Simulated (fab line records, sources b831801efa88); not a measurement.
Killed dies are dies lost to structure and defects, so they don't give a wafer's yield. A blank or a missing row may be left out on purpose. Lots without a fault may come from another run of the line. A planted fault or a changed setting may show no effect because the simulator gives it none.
A struck lot beside a sound one | flow gf180mcu | 20 steps out of a route of 602
Sound: wafers L956.3, L956.4, L956.5. Struck: wafers L966.2, L966.3, L966.5. The cause comes at the end.
At each step with rows: each side's tool, then ch and its chambers, then its first start. Under that, the readings that differ: sound wafers | struck wafers | difference of the means | sigmas: that difference in standard deviations of wafers without a fault.
alike: readings whose means differ by less than 2 such deviations, and words and numbers that are the same on both sides. not compared: withheld readings, readings that some wafer has no value for, bounds like >300 that may hide the same value, and numbers for which the record gives no deviation and whose values overlap.
The two part at a step that has a row with sigmas, a row that says differs or no value, or rows on one side only. Numbers that don't overlap but have no deviation are shown without sigmas and don't part them. A reading that every wafer of one side lacks parts them only if that side has two wafers or more.

first, 1 step without rows for these wafers: GF_LVPWELL_DEVELOP_06 (develop time 60 s).
GF_LVPWELL_OVL_MEAS_07:
  sound on overlay-02, day 4 14:35; struck on overlay-02, day 7 03:31
  reading          | sound         | struck      | difference | sigmas
  LVPWELL_OVL (nm) | -1.6 0.0 -2.3 | 2.6 0.6 1.6 | +2.9       | +2
then, 2 steps without rows for these wafers: GF_LVPWELL_IMPLANT_08; GF_LVPWELL_IMPLANT_09.
GF_LVPWELL_STRIP_10: strips in O2/N2.
  sound on plasma_asher-03 ch 0,1, day 4 14:57; struck on plasma_asher-04 ch 0,1, day 7 03:50
  alike: drypump_motor_current_A, heater_power_w, oes_product_au, strip_time_to_endpoint_s
  not compared: rf_hours_counter_h
GF_LVPWELL_TW_MEAS_11:
  sound on film_metro-04, day 4 15:02; struck on film_metro-03, day 7 03:57
  alike: LVPWELL_TW
then, 6 steps without rows for these wafers: GF_MVSD_DEHYDRATE_00 (time 60 s); GF_MVSD_HMDS_01 (prime time 60 s); GF_MVSD_COAT_02 (resist thk 3000 nm); GF_MVSD_SOFTBAKE_03; GF_MVSD_EXPOSE_04 (exposes mask MVSD, target cd 1000 nm); GF_MVSD_PEB_05.
GF_MVSD_DEVELOP_06: develop time 60 s.
  sound on litho_track-03 ch 0, day 5 04:00; struck on litho_track-02 ch 0, day 7 19:00
GF_MVSD_OVL_MEAS_07:
  sound on overlay-02, day 5 05:03; struck on overlay-02, day 7 19:22
  reading       | sound       | struck | difference                    | sigmas
  MVSD_OVL (nm) | 2.3 1.4 3.1 | - - -  | no value on the struck wafers |
then, 2 steps without rows for these wafers: GF_MVSD_IMPLANT_08; GF_MVSD_IMPLANT_09.
GF_MVSD_STRIP_10: strips in O2/N2.
  sound on plasma_asher-04 ch 0,1, day 5 05:25; struck on plasma_asher-03 ch 0,1, day 7 19:41
  alike: drypump_motor_current_A, heater_power_w, oes_product_au, strip_time_to_endpoint_s
  not compared: rf_hours_counter_h
GF_MVSD_TW_MEAS_11:
  sound on film_metro-03, day 5 05:29; struck on film_metro-02, day 7 19:48
  reading | sound          | struck         | difference | sigmas
  MVSD_TW | 1579 1589 1572 | 1491 1491 1491 | -89        | -7
then, 1 step without rows for these wafers: GF_MVPSD_DEHYDRATE_00 (time 60 s).
GF_PASSIVATION_PROBE_99:
  the record has rows for the sound wafers here (prober-02, day 30 08:43) and none for the struck ones

WHERE THEY PART
First at GF_LVPWELL_OVL_MEAS_07; last, within this record, at GF_PASSIVATION_PROBE_99.

WHY: what the simulator had put in
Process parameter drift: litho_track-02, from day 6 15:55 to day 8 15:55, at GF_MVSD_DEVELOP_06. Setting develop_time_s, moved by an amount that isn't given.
